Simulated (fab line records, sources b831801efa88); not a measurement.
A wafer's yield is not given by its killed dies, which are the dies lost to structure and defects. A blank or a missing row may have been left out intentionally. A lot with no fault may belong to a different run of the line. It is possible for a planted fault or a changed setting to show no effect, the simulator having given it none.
Struck lot and sound lot, side by side | flow sky130 | 17 out of 708 route steps
Sound: wafers L351.1, L351.3, L351.4. Wafers L348.1, L348.2, L348.5 were the ones struck. The cause is named last.
Order at every step that has rows: each side's tool, ch and its chambers, its first start. Under that, the readings that differ: sound wafers | struck wafers | difference of the means | sigmas: that difference in standard deviations of wafers without a fault.
alike: readings whose means differ by less than 2 such deviations, and words and numbers that are the same on both sides. not compared: withheld readings, readings that some wafer has no value for, bounds like >300 that may hide the same value, and numbers for which the record gives no deviation and whose values overlap.
A row with sigmas, a row that says differs or no value, or rows on one side alone: a step with any of these is where the two part. When numbers do not overlap yet have no deviation, they are printed without sigmas and do not part them. A reading missing from all wafers of one side parts the sides only when that side holds two or more wafers.

first, 1 step without rows for these wafers: SKY_LDD_N_IMPLANT_15.
SKY_LDD_N_STRIP_16: strips in O2/N2.
  sound on plasmaAsher-01 ch 0,1, day 23 16:37; struck on plasmaAsher-04 ch 0,1, day 22 19:35
reading                  | sound       | struck      | difference | sigmas
drypumpMotorCurrentA (A) | 5.1 5.8 5.1 | 5.9 6.2 6.2 | +0.8       | +2
  alike: oesProductAu, stripTimeToEndpointS
  not compared: rfHoursCounterH
SKY_LDD_N_TW_MEAS_17:
  sound on filmMetro-04, day 23 16:43; struck on filmMetro-03, day 22 19:41
reading  | sound          | struck         | difference | sigmas
LDD_N_TW | 2558 2562 2557 | 2631 2624 2624 | +67        | +2
then, 7 steps without rows for these wafers: SKY_LDD_P_DEHYDRATE_00 (time 60 s); SKY_LDD_P_HMDS_01 (prime time 60 s); SKY_LDD_P_COAT_02 (resist thk 1140 nm); SKY_LDD_P_SOFTBAKE_03 (time 60 s); SKY_LDD_P_EXPOSE_04 (exposes mask PSDM, target cd 380 nm); SKY_LDD_P_PEB_05; SKY_LDD_P_DEVELOP_06 (develop time 60 s).
SKY_LDD_P_CD_MEAS_07 targets a cd of 380 nm.
  sound on cdSem-02, day 24 22:05; struck on cdSem-01, day 24 01:17
reading   | sound       | struck      | difference | sigmas
cdNm (nm) | 380 382 382 | 374 373 374 | -8         | -2
SKY_LDD_P_OVL_MEAS_08:
  sound on overlay-02, day 24 22:13; struck on overlay-01, day 24 01:25
reading        | sound       | struck         | difference | sigmas
LDD_P_OVL (nm) | 2.9 1.2 1.4 | -3.0 -2.5 -2.4 | -4.5       | -3
SKY_LDD_P_IMPLANT_09:
  sound on implanter-01 ch 0, day 24 22:15; struck on implanter-02 ch 0, day 24 01:27
reading          | sound                           | struck                        | difference | sigmas
doseIonsCm2      | 1.0003e+13 9.998e+12 1.0009e+13 | 1.789e+12 1.802e+12 1.802e+12 | -8.206e+12 | -99 or more
faradayCurrentUA | 53.7 55.1 55.8                  | 9.9 10.1 10.3                 | -44.8      | -41
SKY_LDD_P_STRIP_10: strips in O2/N2.
  sound on plasmaAsher-01 ch 0,1, day 24 22:24; struck on plasmaAsher-04 ch 0,1, day 24 01:36
  alike: drypumpMotorCurrentA, oesProductAu, stripTimeToEndpointS
  not compared: rfHoursCounterH
SKY_LDD_P_TW_MEAS_11:
  sound on filmMetro-04, day 24 22:30; struck on filmMetro-01, day 24 01:42
reading  | sound       | struck      | difference | sigmas
LDD_P_TW | 629 629 629 | 376 374 378 | -253       | -50
then, 1 step without rows for these wafers: SKY_LDD_HVN_DEHYDRATE_00 (time 60 s).
-- record jumps: 25 days separate the struck wafers' starts on either side; left off in module LDD_HVN, taken up again in module PAD_OPEN, whose first shown step is the route's number 708 --
SKY_PAD_OPEN_PROBE_99:
  sound on prober-01, day 49 14:01; struck on prober-02, day 48 23:41
reading                             | sound             | struck                       | difference | sigmas
model.etest.tipP.rsOhmSq            | 6888 6838 6868    | 2.884e+04 2.917e+04 2.81e+04 | +2.184e+04 | 
model.etest.tipP.rsOhmSqRange       | 61.53 167.7 221.8 | 1399 1710 1824               | +1494      | 
model.etest.pfet_01v8.rOnOhmUm      | 2931 2885 2906    | 3083 3059 3078               | +166       | 
model.etest.pfet_01v8.driveUaUm     | 190.8 193.1 193.2 | 179.8 180.1 179.2            | -12.7      | 
model.etest.pfet_01v8_hvt.driveUaUm | 140.4 141.5 141   | 132.9 135.6 131.4            | -7.7       | 
model.etest.sramPfetLatch.driveUaUm | 134.6 141.1 143.2 | 128 134.3 134.3              | -7         | 
model.etest.pfet_01v8_mvt.driveUaUm | 151.8 151.3 151.6 | 148.2 150.6 148              | -2.6       | 
  alike: killed_at_M0_to_M3, killed_at_M4_up, killedAtContacts, killedAtFrontEnd, killedAtOther, killedDies, killedOpen, killedShort
  not compared: model.etest.tipP.rsOhmSqRimLessCentre

## WHERE THEY PART
At SKY_LDD_N_STRIP_16 first; at SKY_LDD_P_TW_MEAS_11 last (within this record only). Later steps at which nothing parts them and some readings are alike: SKY_PAD_OPEN_PROBE_99.

WHY: what the simulator had put in
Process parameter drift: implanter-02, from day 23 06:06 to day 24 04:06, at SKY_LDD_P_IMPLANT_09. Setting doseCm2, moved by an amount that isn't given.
